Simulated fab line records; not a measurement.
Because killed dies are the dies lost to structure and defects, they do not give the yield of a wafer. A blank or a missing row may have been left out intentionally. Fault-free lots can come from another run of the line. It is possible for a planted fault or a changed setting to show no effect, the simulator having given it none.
Which of the tools did it? | flow sky130 | 10 lots with 30 wafers sampled at 5 steps, on a route of 708 steps

## WHAT THE GAUGES SHOWED, per wafer
SKY_VIA2_OVL_MEAS_13. Usual: VIA2_OVL typically reads 3 nm, with standard deviation 5.
lot  | measured     | on         | VIA2_OVL (nm) | flag
L988 | day 37 13:32 | overlay-02 | 0 -8 0        |
L991 | day 38 10:11 | overlay-01 | 2 0 9         |
L992 | day 38 16:41 | overlay-01 | 4 3 1         |
L994 | day 39 02:46 | overlay-01 | -10 0 2       |
L996 | day 39 23:16 | overlay-02 | 0 -6 -1       |
L997 | day 40 01:11 | overlay-02 | 7 5 3         |
L998 | day 40 06:13 | overlay-01 | 11 9 16       |
L100 | day 41 00:16 | overlay-02 | -1 -5 9       |
L103 | day 41 14:27 | overlay-02 | -1 -1 -3      |
L104 | day 42 00:30 | overlay-02 | 4 4 8         |

SKY_VIA3_BOW_MEAS_03. Usual: VIA3_BOW typically reads 81 um, with standard deviation 7.2.
lot  | measured     | on            | VIA3_BOW (um)  | flag
L988 | day 39 19:43 | film metro-02 | 86 82 74       |
L991 | day 40 15:49 | film metro-01 | 83 75 77       |
L992 | day 40 21:50 | film metro-02 | 74 79 96       |
L994 | day 41 08:37 | film metro-01 | 93 101 93      |
L996 | day 42 03:28 | film metro-04 | 95 79 83       |
L997 | day 42 05:50 | film metro-01 | 83 81 84       |
L998 | day 42 09:14 | film metro-02 | 88 83 80       |
L100 | day 43 03:07 | film metro-02 | 79 72 76 - - - |
L103 | day 43 16:52 | film metro-04 | 79 88 91       |
L104 | day 44 03:13 | film metro-02 | 76 66 85       |

## EACH LOT AND THE TOOL THAT RAN IT (in order: tool; ch and the chambers of the sampled wafers; start)
lot  | SKY_VIA2_ETCH_14                   | SKY_VIA2_CVD_21               | SKY_VIA3_CMP_02
L988 | rie diel-02 ch 1,3, day 37 13:34   | cvd w-02 ch 0,1, day 37 14:20 | cmp-02 ch 2,3, day 39 19:25
L991 | rie diel-01 ch 0,1,2, day 38 10:13 | cvd w-01 ch 0,1, day 38 10:59 | cmp-02 ch 0,1,2, day 40 15:34
L992 | rie diel-02 ch 0,2,3, day 38 16:43 | cvd w-01 ch 0,1, day 38 17:31 | cmp-01 ch 0,1,3, day 40 21:37
L994 | rie diel-01 ch 0,2, day 39 02:48   | cvd w-01 ch 0,1, day 39 03:33 | cmp-01 ch 1,2,3, day 41 08:18
L996 | rie diel-04 ch 0,1,2, day 39 23:17 | cvd w-01 ch 0,1, day 40 00:11 | cmp-01 ch 0,1,2, day 42 03:13
L997 | rie diel-04 ch 1,2, day 40 01:13   | cvd w-01 ch 0,1, day 40 02:25 | cmp-02 ch 0,1,2, day 42 05:38
L998 | rie diel-02 ch 1,3, day 40 06:15   | cvd w-01 ch 0,1, day 40 07:00 | cmp-01 ch 0,1,3, day 42 08:58
L100 | rie diel-01 ch 1,2,3, day 41 00:17 | cvd w-01 ch 0,1, day 41 01:02 | cmp-01 ch 0,1,3, day 43 02:47
L103 | rie diel-01 ch 1,2, day 41 14:29   | cvd w-02 ch 1, day 41 15:16   | cmp-02 ch 1,2, day 43 16:34
L104 | rie diel-02 ch 0,2,3, day 42 00:32 | cvd w-01 ch 0,1, day 42 01:17 | cmp-02 ch 0,1,2, day 44 02:55
- SKY_VIA2_ETCH_14: etches BARC in N2/H2, stops on SiO2, time 45.9 s, target depth 60 nm.
- SKY_VIA2_CVD_21: deposits W, target thk 420 nm, time 126.4 s.
- SKY_VIA3_CMP_02: polishes SiO2.

## WHAT THE TOOLS THEMSELVES READ (means of the sampled wafers that have a number; where no wafer has one, the mark that the record gives instead)
SKY_VIA2_ETCH_14. Usual: drypump motor current A 5.7 A, standard deviation 0.43; oes product au 0.854 a.u., standard deviation 0.0049; throttle valve pct 13.226 %, standard deviation 0.0092.
lot  | tool        | drypump motor current A (A) | oes product au (a.u.) | throttle valve pct (%) | flag
L988 | rie diel-02 | 5.6                         | 0.852                 | 13.225                 |
L991 | rie diel-01 | 5.4                         | 0.851                 | 13.229                 |
L992 | rie diel-02 | 5.8                         | 0.858                 | 13.236                 |
L994 | rie diel-01 | 5.8                         | 0.853                 | 13.224                 |
L996 | rie diel-04 | 5.7                         | 0.857                 | 13.214                 |
L997 | rie diel-04 | 5.4                         | 0.855                 | 13.223                 |
L998 | rie diel-02 | 5.6                         | 0.851                 | 13.226                 |
L100 | rie diel-01 | 5.4                         | 0.851                 | 13.224                 |
L103 | rie diel-01 | 5.1                         | 0.853                 | 13.221                 |
L104 | rie diel-02 | 5.8                         | 0.857                 | 13.224                 |

SKY_VIA2_CVD_21. Usual: chamber pressure Torr 40.00 Torr, standard deviation 0.087; heater power w 801 W, standard deviation 58.
lot  | tool     | chamber pressure Torr (Torr) | heater power w (W) | flag
L988 | cvd w-02 | 40.07                        | 816                |
L991 | cvd w-01 | 39.94                        | 779                |
L992 | cvd w-01 | 40.01                        | 797                |
L994 | cvd w-01 | 40.01                        | 802                |
L996 | cvd w-01 | 39.93                        | 781                |
L997 | cvd w-01 | 40.01                        | 782                |
L998 | cvd w-01 | 39.99                        | 801                |
L100 | cvd w-01 | 40.05                        | 790                |
L103 | cvd w-02 | 40.02                        | 874                |
L104 | cvd w-01 | 39.98                        | 799                |

SKY_VIA3_CMP_02. Usual: edge zone pressure frac 1.000, standard deviation 0.0052; motor current A 12.0 A, standard deviation 0.91; slurry flow ml min 150.0, standard deviation 0.41.
lot  | tool   | edge zone pressure frac | motor current A (A) | slurry flow ml min | flag
L988 | cmp-02 | 0.995                   | 10.7                | 150.3              |
L991 | cmp-02 | 1.002                   | 12.1                | 149.8              |
L992 | cmp-01 | 1.000                   | 12.4                | 149.6              |
L994 | cmp-01 | 1.000                   | 12.0                | 149.8              |
L996 | cmp-01 | 1.001                   | 12.4                | 149.9              |
L997 | cmp-02 | 1.006                   | 12.0                | 150.1              |
L998 | cmp-01 | 0.991                   | 12.1                | 149.7              |
L100 | cmp-01 | 0.998                   | 12.3                | 149.8              |
L103 | cmp-02 | 1.005                   | 12.4                | 150.1              |
L104 | cmp-02 | 1.008                   | 12.2                | 150.2              |

## THE ANSWER, worked out from the rows above alone
Rule: a lot is off if the mean of its wafers that have a number lies more than 3 standard deviations from the usual mean. A lot without any number at a reading at which 4 lots or more have one is off too. All remaining lots with rows at the step are treated as sound. Order of review: gauges by route order, followed by the tools' own readings, for which a lot's mean as printed above is used. At the first step where some lot is off, the reading lying furthest off is the one used; lots without a number count as furthest.
Across all readings shown, no lot is off: no conclusion can be drawn from this.

## WHAT HAD BEEN PUT IN BY THE SIMULATOR
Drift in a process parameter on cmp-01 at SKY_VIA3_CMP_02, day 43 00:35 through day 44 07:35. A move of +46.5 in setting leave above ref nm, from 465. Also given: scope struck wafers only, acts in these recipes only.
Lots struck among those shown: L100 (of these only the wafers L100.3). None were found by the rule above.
